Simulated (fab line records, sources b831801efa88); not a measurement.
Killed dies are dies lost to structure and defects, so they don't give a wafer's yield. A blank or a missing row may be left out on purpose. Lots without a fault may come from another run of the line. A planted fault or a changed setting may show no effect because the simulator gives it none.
Chamber matching | flow gf180mcu | GF_STI_CMP_25 on cmp-01: 4 sister chambers
The step polishes, stops on Si3N4, t overpolish 33 s, target thk 524.6 nm. 4 wafers are shown with their chamber, then 8 later ones without.

WAFERS WITH THEIR CHAMBER
wafer  | chamber | motor_current_A (A)
L897.6 | 0       | 9.2
L898.3 | 2       | 13.9
L898.4 | 3       | 9.7
L899.2 | 1       | 11.4

WAFERS WITHOUT THEIR CHAMBER
wafer  | motor_current_A (A)
L899.3 | 13.1
L899.6 | 11.8
L901.1 | 9.7
L901.2 | 11.7
L901.3 | 13.3
L906.1 | 12.9
L906.3 | 9.7
L906.6 | 11.1

WHICH CHAMBER EACH WENT THROUGH
wafer  | from the rows above     | in truth
L899.3 | can't be placed: 2 or 1 | 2
L899.6 | 1                       | 1
L901.1 | can't be placed: 3 or 0 | 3
L901.2 | 1                       | 1
L901.3 | 2                       | 2
L906.1 | can't be placed: 2 or 1 | 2
L906.3 | can't be placed: 3 or 0 | 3
L906.6 | 1                       | 1
Placed correctly: 4 of 8. Can't be placed from these rows: 4 (the true chamber is among the candidates in 4). Placed wrongly: 0.
How it was worked out, from the rows above alone: a wafer's distance from a chamber is the root of the sum, over the readings, of the square of ((its reading less the chamber's mean) divided by the reading's scatter). The wafer belongs to the nearest chamber; if the next one is less than 2 further off, it can't be placed. A chamber's mean is the mean of its shown wafers. The scatter: with one shown wafer a chamber, the root of the mean of the squares of how far each hidden wafer lies from its nearest shown one.
